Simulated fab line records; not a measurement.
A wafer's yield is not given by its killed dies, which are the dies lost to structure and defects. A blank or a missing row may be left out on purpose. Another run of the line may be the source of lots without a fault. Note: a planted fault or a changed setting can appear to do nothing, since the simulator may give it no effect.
Comparing a struck lot with a sound one :: flow sfqLine :: 34 steps out of a route of 325
Sound: these wafers, L265.1, L265.3, L265.5. The struck wafers were L268.2, L268.3, L268.6. The cause is given at the end.
Per side, at each step with rows, come the tool, then ch with its chambers, and then its first start. Under that, the readings that differ: sound wafers :: struck wafers :: difference of the means :: sigmas: that difference in standard deviations of wafers without a fault.
alike: same words and numbers on both sides, and readings whose means sit less than 2 such deviations apart. not compared: any withheld reading, any reading some wafer has no value for, any bound like >300 that may hide the same value, and any number with overlapping values for which the record gives no deviation.
Wherever a step has rows on one side only, a row that says differs or no value, or a row with sigmas, the two part there. Non-overlapping numbers with no deviation appear without sigmas and do not part them. A reading missing from all wafers of one side parts the sides only when that side holds two or more wafers.

first, 6 steps without rows for these wafers: SFQ_TRILAYER_M0_LITHO_COAT_026 (resist thk 62 nm); SFQ_TRILAYER_M0_LITHO_COAT_021 (resist thk 600 nm); SFQ_TRILAYER_M0_LITHO_SOFTBAKE_025; SFQ_TRILAYER_M0_LITHO_EXPOSE_022 (exposes mask M0, target cd 500 nm); SFQ_TRILAYER_M0_LITHO_PEB_024 (peb time 60 s); SFQ_TRILAYER_M0_LITHO_DEVELOP_023 (time 60 s).
SFQ_M0_OVL_MEAS_906:
  sound on overlay-01 at day 13 19:50; struck on overlay-01 at day 15 06:12
  alike: M0_OVL
SFQ_TRILAYER_M0_BARC_OPEN_METAL_ETCH_031: etches BARC in O2, target depth 125 nm, time 41.7 s.
  sound on rieMetal-03 ch 0,1, day 13 19:53; struck on rieMetal-03 ch 0, day 15 06:14
  alike: drypumpMotorCurrentA, oesProductAu
  not compared: rfHoursCounterH
SFQ_TRILAYER_M0_ETCH_METAL_ETCH_024: etches Nb in Cl2/Ar, stops on SiO2, target depth 240 nm, time 120 s.
  sound on rieMetal-03 ch 0,1, day 13 19:56; struck on rieMetal-03 ch 0, day 15 06:17
reading: oesProductAu (a.u.)
sound: 0.912 0.911 0.906
struck: 0.896 0.889 0.885
difference: -0.020
sigmas: -2
  alike: drypumpMotorCurrentA
  not compared: rfHoursCounterH
SFQ_TRILAYER_M0_STRIP_STRIP_025: strips in O2.
  sound on rieMetal-03 ch 0,1, day 13 20:04; struck on rieMetal-03 ch 0, day 15 06:25
  alike: drypumpMotorCurrentA, oesProductAu
  not compared: rfHoursCounterH
then, 1 step without rows for these wafers: SFQ_TRILAYER_M0_STRIP_SOLV_CLEAN_026 (cleans in NMP, time 600 s).
SFQ_TRILAYER_I0_DEP_PECVD_027: deposits SiO2 from SiH4/N2O, time 111.11 s, target thk 500 nm.
  sound on pecvd-02 ch 1,2, day 13 20:50; struck on pecvd-03 ch 0,1,2, day 15 07:22
  no value came back on the struck wafers for any of 5 readings (chamberPressureTorr (Torr), heaterPowerOuterW (W) and others); on the sound wafers chamberPressureTorr (Torr) reads 2.401 2.405 2.394
SFQ_TRILAYER_I0_CMP_CMP_028: polishes SiO2.
  sound on cmp-01 ch 0,3, day 13 20:55; struck on cmp-02 ch 0,1,2, day 15 07:56
reading: timeToEndpointS (s)
sound: 223 215 221
struck: - - -
difference: no value on the struck wafers
sigmas: 
  alike: motorCurrentA
SFQ_I0_BOW_MEAS_907:
  sound on filmMetro-01 at day 13 23:55; struck on filmMetro-02 at day 15 10:28
  alike: I0_BOW
SFQ_TRILAYER_I0_METRO_MEASURE_029:
  sound on filmMetro-01 at day 14 00:02; struck on filmMetro-02 at day 15 10:46
then, 6 steps without rows for these wafers: SFQ_TRILAYER_I0_VIA_LITHO_COAT_036 (resist thk 62 nm); SFQ_TRILAYER_I0_VIA_LITHO_COAT_031 (resist thk 650 nm); SFQ_TRILAYER_I0_VIA_LITHO_SOFTBAKE_035; SFQ_TRILAYER_I0_VIA_LITHO_EXPOSE_032 (exposes mask I0, target cd 500 nm); SFQ_TRILAYER_I0_VIA_LITHO_PEB_034 (peb time 60 s); SFQ_TRILAYER_I0_VIA_LITHO_DEVELOP_033 (time 60 s).
-- the record jumps here: 5 days lie between the struck wafers' starts before and after --
SFQ_I0_OVL_MEAS_908:
  sound on overlay-01 at day 18 18:46; struck on overlay-01 at day 20 06:27
  alike: I0_OVL
then, 1 step without rows for these wafers: SFQ_TRILAYER_I0_VIA_BARC_OPEN_VIA_ETCH_046 (etches BARC in O2, target depth 125 nm, time 41.7 s).
SFQ_TRILAYER_I0_VIA_ETCH_VIA_ETCH_034: etches SiO2 in CHF3, stops on Nb, target depth 260 nm.
  sound on rieDiel-02 ch 0,1,2, day 18 18:51; struck on rieDiel-04 ch 0,1,3, day 20 06:31
reading: oesProductAu (a.u.)
sound: 0.854 0.859 0.859
struck: 0.380 0.378 0.382
difference: -0.477
sigmas: -90

reading: model.etch.depthNm (nm)
sound: 200.6 198.3 200.6
struck: 0 0 0
difference: -200
sigmas: 
  alike: drypumpMotorCurrentA
then, 3 steps without rows for these wafers: SFQ_TRILAYER_I0_VIA_STRIP_STRIP_035 (strips in O2); SFQ_TRILAYER_I0_VIA_STRIP_SOLV_CLEAN_036 (cleans in NMP, time 600 s); SFQ_TRILAYER_M1_DEP_PRE_CLEAN_038 (time 22.5 s).
SFQ_TRILAYER_M1_DEP_SPUTTER_037: material Nb, target thk 200 nm, time 133.3 s.
  sound on pvdSputter-03 at day 18 20:22; struck on pvdSputter-03 at day 20 07:26
  alike: throttleValvePct
SFQ_M1_RS_MEAS_909: measurement is done with a four-point probe.
  sound on filmMetro-01 at day 18 20:28; struck on filmMetro-03 at day 20 07:33
  alike: M1_NB_RS
then, 3 steps without rows for these wafers: SFQ_TRILAYER_M1_LITHO_COAT_044 (resist thk 62 nm); SFQ_TRILAYER_M1_LITHO_COAT_039 (resist thk 600 nm); SFQ_TRILAYER_M1_LITHO_SOFTBAKE_043.
-- the record jumps here: 6 days lie between the struck wafers' starts before and after --
SFQ_TRILAYER_M1_LITHO_EXPOSE_040: exposes mask M1, target cd 500 nm.
  struck on krfScanner-02, day 26 18:41; sound on krfScanner-01 ch 0, day 25 11:19
  no value came back on the struck wafers for exposureDoseMJCm2, focusOffsetNm (nm), sigmaOuter; on the sound wafers exposureDoseMJCm2 reads 14.390 14.386 14.401
  alike: mask
then, 1 step without rows for these wafers: SFQ_TRILAYER_M1_LITHO_PEB_042 (peb time 60 s).

== WHERE THEY PART ==
At SFQ_TRILAYER_M0_ETCH_METAL_ETCH_024 first; at SFQ_TRILAYER_M1_LITHO_EXPOSE_040 last (within this record only).

WHY: what had been put in by the simulator
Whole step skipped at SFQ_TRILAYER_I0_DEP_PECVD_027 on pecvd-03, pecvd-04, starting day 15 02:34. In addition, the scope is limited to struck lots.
